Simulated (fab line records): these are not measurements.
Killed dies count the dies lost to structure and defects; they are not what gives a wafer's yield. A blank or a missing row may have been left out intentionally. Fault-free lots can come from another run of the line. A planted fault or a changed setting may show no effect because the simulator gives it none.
fab line records -- flow gf180mcu -- part 2 of 2: steps 26 to 34 of 34
record lots=5, wafers=15, last-day=33
route steps=602 shown M3@422 V3@429
lots that met no fault: taken from a fault-free run of the same line
start-h: hours from the record's first day to the start of the lot's first wafer shown -- wait-h: hours elapsed since this lot's preceding step -- " identical to the entry in the row above -- L1.1+2: one row covering several wafers at once -- - no value present, or no start provided -- * or withheld: withheld -- < > ~ a bound
route shown NAME@n: names a module that has steps shown in the file, with the first one's number in the route -- usual: mean/standard deviation taken from wafers without a fault -- same: alike in all rows -- chamber/n: place in a boat -- sites: readings site by site -- _std_site: the values' standard deviation -- _edge_site: inner sites' mean taken away from outer sites' mean -- radius-mm: how far each site lies from the wafer's centre -- mask NAME#n: copy n -- behind: tool/chamber where the wafer was last shaped -- hold: why the lot went on hold/how many hours it stayed there/how the hold came to an end -- device: transistor that didn't switch, given as n, p or np -- end of line: the same wafers' tests at the end of the route -- for a step that has no rows: nothing shown but its recipe -- killed: the dies lost at the first sort to structure and to defects; this is not the yield of the wafer -- map: a wafer's dies, x killed, . not, _ none there
set.NAME: the setting that was run; set.NAME@STEP: the one run at that earlier step -- model.NAME: the simulator's own value behind a step, which no gauge read
lots at some steps of the route; a table a step, a row a wafer
services: from which hour (start-h, from the record's first day; less than 0 if before it) a tool's chamber was out of use, for how many hours, and why
## steps
# step GF_V3_STRIP_18
# recipe chemistry=O2/N2, power-w=1400, pressure-mtorr=1500, platen-temp-c=250, o2-flow-sccm=3000, n2-flow-sccm=300, overash-fraction=0.5
# usual drypump-motor-current-A=6.0/0.38, heater-power-w=340/27, n2-flow-sccm=300.1/0.92, oes-product-au=0.593/0.0046
lot.wafer,tool,chamber,start-h,wait-h,drypump-motor-current-A,heater-power-w,n2-flow-sccm,oes-product-au,rf-hours-counter-h
L074.2,plasma-asher-02,0,508.24,-,6.5,371,301.9,0.586,8
L074.5,plasma-asher-02,0,508.24,-,6.5,384,300.4,0.596,-
L074.6,plasma-asher-02,1,508.24,-,6.0,361,299.2,0.600,-
L075.1,plasma-asher-02,0,516.29,-,6.5,381,299.8,0.593,9
L075.2,plasma-asher-02,1,516.29,-,6.0,351,302.6,0.591,9
L075.3,plasma-asher-02,0,516.29,-,6.5,368,300.8,0.585,-
L083.3,plasma-asher-04,1,590.02,-,6.1,324,299.8,0.595,-
L083.4,plasma-asher-04,0,590.02,-,6.1,310,300.4,0.584,-
L083.5,plasma-asher-04,1,590.02,-,6.1,331,299.7,0.597,-
L085.1,plasma-asher-03,1,607.06,-,4.9,324,299.9,0.591,91
L085.3,plasma-asher-03,0,607.06,-,5.4,325,299.9,0.594,-
L085.4,plasma-asher-03,1,607.06,-,4.9,315,299.6,0.590,-
L094.2,plasma-asher-04,1,670.99,-,6.1,324,300.5,0.591,87
L094.3,plasma-asher-04,1,670.99,-,6.1,322,298.6,0.593,-
L094.5,plasma-asher-04,1,670.99,-,6.1,331,298.2,0.600,-
# step GF_V3_STRIP_19
# recipe chemistry=post-etch-residue-remover, time-s=1200, temp-c=72.5
# usual bath-heat-duty-pct=14.8/2
lot.wafer,tool,chamber,start-h,wait-h,bath-heat-duty-pct
L074.2,wet-bench-04,0,508.34,0.1,14.1
L074.5,wet-bench-04,0,508.34,0.1,14.7
L074.6,wet-bench-04,0,508.34,0.1,15.8
L075.1,wet-bench-02,2,516.39,0.1,16.9
L075.2,wet-bench-02,2,516.39,0.1,17.9
L075.3,wet-bench-02,2,516.39,0.1,16.7
L083.3,wet-bench-02,1,590.09,0.0,13.7
L083.4,wet-bench-02,1,590.09,0.0,15.0
L083.5,wet-bench-02,1,590.09,0.0,14.4
L085.1,wet-bench-04,2,607.16,0.1,15.4
L085.3,wet-bench-04,2,607.16,0.1,16.1
L085.4,wet-bench-04,2,607.16,0.1,15.0
L094.2,wet-bench-02,0,671.09,0.1,13.1
L094.3,wet-bench-02,0,671.09,0.1,13.1
L094.5,wet-bench-02,0,671.09,0.1,13.9
# step GF_V3_CLEAN_20
# recipe chemistry=DIW, dry=n2-spin
lot.wafer,tool,chamber,start-h,wait-h
L074.2+5+6,wet-bench-03,3,508.68,0.0
L075.1+2+3,wet-bench-04,2,516.76,0.0
L083.3+4+5,wet-bench-04,3,590.43,0.0
L085.1+3+4,wet-bench-03,0,607.53,0.0
L094.2+3+5,wet-bench-04,3,671.43,0.0
# step GF_V3_SPUTTER_21
# recipe material=Ti, target-thk-nm=15, chamber-pressure-pa=5, power-w=2500, substrate-temp-c=200, time-s=80.02
# usual cathode-dc-power-W=2500.0/0.51, throttle-valve-pct=30.1/0.93
lot.wafer,tool,chamber,start-h,wait-h,cathode-dc-power-W,throttle-valve-pct
L074.2,pvd-sputter-03,-,508.77,0.0,2501.3,31.1
L074.5,pvd-sputter-03,-,508.77,0.0,2500.5,31.7
L074.6,pvd-sputter-03,-,508.77,0.0,2500.4,29.8
L075.1,pvd-sputter-02,-,516.86,0.0,2500.3,28.6
L075.2,pvd-sputter-02,-,516.86,0.0,2499.9,29.6
L075.3,pvd-sputter-02,-,516.86,0.0,2499.8,30.3
L083.3,pvd-sputter-01,-,590.52,0.0,2500.1,30.9
L083.4,pvd-sputter-01,-,590.52,0.0,2500.0,31.6
L083.5,pvd-sputter-01,-,590.52,0.0,2500.3,30.9
L085.1,pvd-sputter-02,-,607.62,0.0,2500.2,29.5
L085.3,pvd-sputter-02,-,607.62,0.0,2500.6,28.7
L085.4,pvd-sputter-02,-,607.62,0.0,2500.4,30.2
L094.2,pvd-sputter-01,-,671.52,0.0,2500.9,29.3
L094.3,pvd-sputter-01,-,671.52,0.0,2500.4,31.5
L094.5,pvd-sputter-01,-,671.52,0.0,2500.5,29.2
# step GF_V3_SPUTTER_22
# recipe material=TiN, target-thk-nm=10, chamber-pressure-pa=5, power-w=4000, time-s=40
# usual cathode-dc-power-W=4000.0/0.72, throttle-valve-pct=30.1/0.95
lot.wafer,tool,chamber,start-h,wait-h,cathode-dc-power-W,throttle-valve-pct
L074.2,pvd-sputter-03,-,508.84,0.0,3999.9,31.3
L074.5,pvd-sputter-03,-,508.84,0.0,4001.3,32.0
L074.6,pvd-sputter-03,-,508.84,0.0,3999.7,30.2
L075.1,pvd-sputter-02,-,516.92,0.0,3999.9,29.0
L075.2,pvd-sputter-02,-,516.92,0.0,3999.3,29.7
L075.3,pvd-sputter-02,-,516.92,0.0,3999.2,30.3
L083.3,pvd-sputter-01,-,590.59,0.0,4000.1,30.6
L083.4,pvd-sputter-01,-,590.59,0.0,3999.1,31.4
L083.5,pvd-sputter-01,-,590.59,0.0,4001.2,30.8
L085.1,pvd-sputter-02,-,607.68,0.0,3999.4,29.4
L085.3,pvd-sputter-02,-,607.68,0.0,3999.3,28.7
L085.4,pvd-sputter-02,-,607.68,0.0,4000.4,30.2
L094.2,pvd-sputter-01,-,671.58,0.0,4000.0,29.1
L094.3,pvd-sputter-01,-,671.58,0.0,4001.7,31.6
L094.5,pvd-sputter-01,-,671.58,0.0,3999.7,29.2
# step GF_V3_CVD_23
# recipe material=W, target-thk-nm=350, time-s=104.9, temp-c=400, pressure-torr=40
# usual heater-power-outer-w=497/58, heater-power-w=813/110
lot.wafer,tool,chamber,start-h,wait-h,heater-power-outer-w,heater-power-w
L074.2,cvd-w-02,0,508.87,0.0,531,831
L074.5,cvd-w-02,0,508.87,0.0,521,806
L074.6,cvd-w-02,1,508.87,0.0,556,924
L075.1,cvd-w-01,1,516.96,0.0,523,852
L075.2,cvd-w-01,0,516.96,0.0,413,663
L075.3,cvd-w-01,1,516.96,0.0,516,863
L083.3,cvd-w-01,0,590.66,0.1,421,650
L083.4,cvd-w-01,1,590.66,0.1,514,849
L083.5,cvd-w-01,1,590.66,0.1,513,871
L085.1,cvd-w-01,0,607.72,0.0,417,674
L085.3,cvd-w-01,0,607.72,0.0,410,666
L085.4,cvd-w-01,0,607.72,0.0,413,679
L094.2,cvd-w-01,0,671.62,0.0,421,667
L094.3,cvd-w-01,1,671.62,0.0,523,880
L094.5,cvd-w-01,0,671.62,0.0,415,667
# step GF_V3_RS_MEAS_24
# recipe thk-meas-gauge=four-point-probe, reads=W_of_V3_CVD_23+TiN_of_V3_SPUTTER_22+Ti_of_V3_SPUTTER_21
# usual V3_W_RS=0.327/0.0034
lot.wafer,tool,chamber,start-h,wait-h,V3_W_RS[ohm/sq]
L074.2,film-metro-04,-,509.01,0.1,0.325
L074.5,film-metro-04,-,509.01,0.1,0.322
L074.6,film-metro-04,-,509.01,0.1,0.327
L075.1,film-metro-04,-,517.07,0.1,0.331
L075.2,film-metro-04,-,517.07,0.1,0.325
L075.3,film-metro-04,-,517.07,0.1,0.328
L083.3,film-metro-02,-,590.78,0.1,0.330
L083.4,film-metro-02,-,590.78,0.1,0.323
L083.5,film-metro-02,-,590.78,0.1,0.330
L085.1,film-metro-01,-,607.95,0.2,0.333
L085.3,film-metro-01,-,607.95,0.2,0.332
L085.4,film-metro-01,-,607.95,0.2,0.330
L094.2,film-metro-02,-,671.76,0.1,0.328
L094.3,film-metro-02,-,671.76,0.1,0.328
L094.5,film-metro-02,-,671.76,0.1,0.327
# step GF_V3_THK_MEAS_25
# recipe thk-meas-gauge=xrf, reads=W_of_V3_CVD_23
# usual V3_W_THK=349/4.2
lot.wafer,tool,chamber,start-h,wait-h,V3_W_THK[nm]
L074.2,film-metro-04,-,509.12,0.1,352
L074.5,film-metro-04,-,509.12,0.1,356
L074.6,film-metro-04,-,509.12,0.1,346
L075.1,film-metro-04,-,517.19,0.1,345
L075.2,film-metro-04,-,517.19,0.1,352
L075.3,film-metro-04,-,517.19,0.1,348
L083.3,film-metro-02,-,590.88,0.1,348
L083.4,film-metro-02,-,590.88,0.1,352
L083.5,film-metro-02,-,590.88,0.1,347
L085.1,film-metro-01,-,608.07,0.1,342
L085.3,film-metro-01,-,608.07,0.1,342
L085.4,film-metro-01,-,608.07,0.1,342
L094.2,film-metro-02,-,671.87,0.1,349
L094.3,film-metro-02,-,671.87,0.1,353
L094.5,film-metro-02,-,671.87,0.1,351
# step GF_V3_CMP_26
# recipe stop-on=SiO2, down-force-psi=3.5, platen-rpm=60, t-overpolish-s=15, target-thk-nm=0, pad-velocity-m-s=0.94248
# usual motor-current-A=12.1/0.72, overpolish-run-s=15.000/0.0085, time-to-endpoint-s=84.0/2.7
# same t-overpolish-s=15
lot.wafer,tool,chamber,start-h,wait-h,motor-current-A,overpolish-run-s,time-to-endpoint-s
L074.2,cmp-01,0,509.22,0.1,13.7,15.005,87.6
L074.6,cmp-01,3,509.22,0.1,11.6,15.000,83.0
L074.5,cmp-01,0,509.22,0.1,12.8,15.007,88.4
L075.3,cmp-01,3,517.25,0.0,12.0,14.999,84.1
L075.1,cmp-01,0,517.25,0.0,12.7,14.997,83.9
L075.2,cmp-01,2,517.25,0.0,10.7,15.001,88.6
L083.4,cmp-02,3,590.92,0.0,13.0,14.996,87.2
L083.3,cmp-02,0,590.92,0.0,12.5,15.011,87.0
L083.5,cmp-02,3,590.92,0.0,12.7,15.007,85.1
L085.4,cmp-01,0,608.13,0.0,13.3,15.002,79.3
L085.3,cmp-01,1,608.13,0.0,11.6,14.994,81.7
L085.1,cmp-01,3,608.13,0.0,11.6,15.008,79.2
L094.3,cmp-02,3,671.92,0.0,12.8,15.002,82.9
L094.2,cmp-02,0,671.92,0.0,12.1,14.999,82.4
L094.5,cmp-02,0,671.92,0.0,12.4,14.999,84.8
## services
tool,chamber,start-h,hours,kind
cvd-w-01,0,472.56,2.0,repair
pvd-sputter-01,-,473.68,1.7,repair
cvd-w-01,0,496.93,8.1,repair
krf-scanner-01,-,498.93,0.4,repair
krf-scanner-01,-,517.98,1.3,pm
cmp-01,-,527.73,6.5,pm
krf-scanner-01,-,548.98,0.8,pm
krf-scanner-01,-,560.04,0.7,repair
pvd-sputter-01,-,568.82,0.5,repair
cmp-01,-,572.00,4.0,pm
krf-scanner-01,-,578.58,2.3,repair
krf-scanner-01,-,591.75,1.3,repair
krf-scanner-01,-,593.04,1.0,pm
cmp-02,-,593.05,4.1,repair
krf-scanner-01,-,596.91,3.6,pm
rie-diel-03,3,599.30,4.8,repair
cvd-w-01,1,600.29,14.5,repair
krf-scanner-01,-,614.11,0.3,repair
pvd-sputter-02,-,614.78,1.8,repair
cmp-01,-,618.97,20.4,repair
cvd-w-01,-,652.63,0.4,repair
cmp-01,-,654.07,3.7,pm
cvd-w-01,-,658.96,0.4,repair
plasma-asher-04,-,660.60,0.6,repair
